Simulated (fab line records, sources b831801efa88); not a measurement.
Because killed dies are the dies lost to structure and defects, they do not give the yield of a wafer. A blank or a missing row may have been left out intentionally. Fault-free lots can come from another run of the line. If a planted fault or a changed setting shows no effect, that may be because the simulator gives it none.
Which tool was responsible? || flow gf180mcu || 36 wafers sampled from 12 lots at 1 step of a route of 602

== WHAT EACH GAUGE READ, for each wafer ==
GF_V2_OVL_MEAS_15.
{"lot": "L075", "measured": "day 21 04:12", "on": "overlay-01", "V2_OVL (nm)": "-12 -1 -8"}
{"lot": "L077", "measured": "day 21 20:11", "on": "overlay-01", "V2_OVL (nm)": "-3 -2 -7"}
{"lot": "L079", "measured": "day 22 18:03", "on": "overlay-01", "V2_OVL (nm)": "1 -1 4"}
{"lot": "L081", "measured": "day 23 17:41", "on": "overlay-01", "V2_OVL (nm)": "-6 -3 0"}
{"lot": "L083", "measured": "day 24 01:49", "on": "overlay-01", "V2_OVL (nm)": "-10 -9 -11"}
{"lot": "L085", "measured": "day 24 14:03", "on": "overlay-02", "V2_OVL (nm)": "-2 3 1"}
{"lot": "L087", "measured": "day 25 11:38", "on": "overlay-02", "V2_OVL (nm)": "5 4 3"}
{"lot": "L089", "measured": "day 25 23:51", "on": "overlay-01", "V2_OVL (nm)": "3 3 2"}
{"lot": "L091", "measured": "day 26 14:04", "on": "overlay-02", "V2_OVL (nm)": "-5 -1 1"}
{"lot": "L093", "measured": "day 27 04:59", "on": "overlay-02", "V2_OVL (nm)": "9 12 7"}
{"lot": "L095", "measured": "day 27 22:09", "on": "overlay-01", "V2_OVL (nm)": "2 8 7"}
{"lot": "L097", "measured": "day 28 05:36", "on": "overlay-01", "V2_OVL (nm)": "8 7 10"}

== WHAT TOOL EACH LOT RAN ON (gives the tool, then ch and the chambers of the sampled wafers, and finally the start) ==
Record: no process step prior to these readings.

== THE ANSWER, worked out from the rows above alone ==
Rule: the lots themselves supply what counts as usual. The widest of any qualifying gaps counts: lots, ordered by their means at a reading, are off when they make up no more than a third of the lots, leave a main group of 4 or more, and stand apart from it by 3 or more times the standard deviation of that group's means. Not used: any main group whose means are identical at the precision the tables above print for the reading. A lot without any number at a reading at which 4 lots or more have one is off too. Any other lot the step has rows for is counted as sound.
No lot is off on any of the readings shown, so nothing can be concluded from this.

== WHAT WAS PUT IN BY THE SIMULATOR ==
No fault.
